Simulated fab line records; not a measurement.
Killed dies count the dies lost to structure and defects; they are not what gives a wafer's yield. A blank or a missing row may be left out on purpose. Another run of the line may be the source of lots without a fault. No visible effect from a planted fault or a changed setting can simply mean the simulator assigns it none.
Comparing a struck lot with a sound one -- flow sky130 -- 21 out of 708 route steps
Sound: these wafers, L270.2, L270.3, L270.4. Struck: wafers L275.5, L275.6. The cause is given at the end.
At each step with rows: each side's tool, then ch and its chambers, then its first start. Under that, the readings that differ: sound wafers -- struck wafers -- difference of the means -- sigmas: that difference in standard deviations of wafers without a fault.
alike: a reading whose means differ by less than 2 such deviations, as well as words and numbers matching on both sides. not compared: withheld readings; readings where some wafer has no value; bounds like >300 that might hide an equal value; numbers whose values overlap and for which the record gives no deviation.
A row with sigmas, a row that says differs or no value, or rows on one side alone: a step with any of these is where the two part. When numbers do not overlap yet have no deviation, they are printed without sigmas and do not part them. Lack of a reading on every wafer of one side parts them only where that side has two or more wafers.

SKY_SD_N_RS_MEAS_17: measures by four-point-probe.
  sound on film metro-02, day 29 11:35; struck on film metro-02, day 31 03:36
  alike: SD_P_RS
SKY_SD_N_RS_MEAS_18: measures by four-point-probe.
  sound on film metro-02, day 29 11:42; struck on film metro-02, day 31 03:43
  alike: RES_XHIGH_RS
then, 2 steps without rows for these wafers: SKY_SALICIDE_CLEAN_00 (cleans in HF-last, time 30 s); SKY_LI_CONTACT_HDPCVD_00 (deposits PSG, target thk 930 nm, time 155 s).
SKY_LI_CONTACT_THK_MEAS_01:
  sound on film metro-03, day 29 11:59; struck on film metro-03, day 31 03:55
  alike: LI_CONTACT_HDPCVD_THK
SKY_LI_CONTACT_CMP_02: polishes PSG.
  sound on cmp-02 ch 0,1,3, day 29 12:05; struck on cmp-02 ch 1,2, day 31 04:08
  alike: motor current A, retaining ring pressure frac, time to endpoint s
SKY_LI_CONTACT_BOW_MEAS_03:
  sound on film metro-02, day 29 12:21; struck on film metro-02, day 31 04:19
  alike: LI_CONTACT_BOW
then, 5 steps without rows for these wafers: SKY_LI_CONTACT_DEHYDRATE_04 (time 60 s); SKY_LI_CONTACT_HMDS_05 (prime time 60 s); SKY_LI_CONTACT_COAT_06 (resist thk 60 nm); SKY_LI_CONTACT_COAT_07 (resist thk 450 nm); SKY_LI_CONTACT_SOFTBAKE_08 (time 90 s).
SKY_LI_CONTACT_EXPOSE_09: exposes mask LICM1, target cd 170 nm.
  sound on krf scanner-01 ch 0, day 30 03:26; struck on krf scanner-01 ch 0, day 31 19:22
  alike: mask, stage vel mm s
then, 2 steps without rows for these wafers: SKY_LI_CONTACT_PEB_10; SKY_LI_CONTACT_DEVELOP_11 (develop time 60 s).
SKY_LI_CONTACT_CD_MEAS_12: target cd 170 nm.
  sound on cd sem-02, day 30 17:07; struck on cd sem-01, day 32 09:14
reading,sound,struck,difference,sigmas
cd nm (nm),170.0 170.9 169.0,83.0 83.6,-86.7,-54
SKY_LI_CONTACT_OVL_MEAS_13:
  sound on overlay-01, day 30 17:13; struck on overlay-02, day 32 09:18
  alike: LI_CONTACT_OVL
SKY_LI_CONTACT_ETCH_14: etches BARC in N2/H2, stops on SiO2, time 45.9 s, target depth 60 nm.
  sound on rie diel-04 ch 0,1,3, day 30 17:15; struck on rie diel-01 ch 2,3, day 32 09:20
reading,sound,struck,difference,sigmas
rf hours counter h (h),2 6 3,- -,no value on the struck wafers,
model.LI_CONTACT.cd nm (nm),170.3 171.5 169.3,83.18 83.05,-87.25,
  alike: drypump motor current A, oes product au, throttle valve pct
SKY_LI_CONTACT_ETCH_15: etches PSG in C4F8/O2/Ar, stops on Si, target depth 600 nm.
  sound on rie diel-04 ch 0,1,3, day 30 17:17; struck on rie diel-01 ch 2,3, day 32 09:24
reading,sound,struck,difference,sigmas
model.LI_CONTACT.cd nm (nm),169.9 171.1 169.1,83.26 83.44,-86.68,
  alike: oes product au
SKY_LI_CONTACT_STRIP_16: strips in O2/N2.
  sound on plasma asher-03 ch 0,1, day 30 17:22; struck on plasma asher-04 ch 0,1, day 32 09:31
  alike: drypump motor current A, oes product au, strip time to endpoint s
  not compared: rf hours counter h
-- the record jumps here: 16 days lie between the struck wafers' starts before and after (it left off in module LI_CONTACT and takes up again in module PAD_OPEN, whose first step shown is number 708 of the route) --
SKY_PAD_OPEN_PROBE_99:
  sound on prober-01, day 47 10:48; struck on prober-01, day 48 13:50
reading,sound,struck,difference,sigmas
killed at contacts,27 27 29,422 434,+400,+78
killed dies,81 82 100,492 492,+404,+45
killed on rim,13 18 18,96 96,+80,+22
  alike: killed_at_M0_to_M3, killed_at_M4_up, killed at front end, killed at other, killed open, killed short

== WHERE THEY PART ==
Last at SKY_PAD_OPEN_PROBE_99 as far as this record goes, first at SKY_LI_CONTACT_CD_MEAS_12.

WHY: what the simulator had put in
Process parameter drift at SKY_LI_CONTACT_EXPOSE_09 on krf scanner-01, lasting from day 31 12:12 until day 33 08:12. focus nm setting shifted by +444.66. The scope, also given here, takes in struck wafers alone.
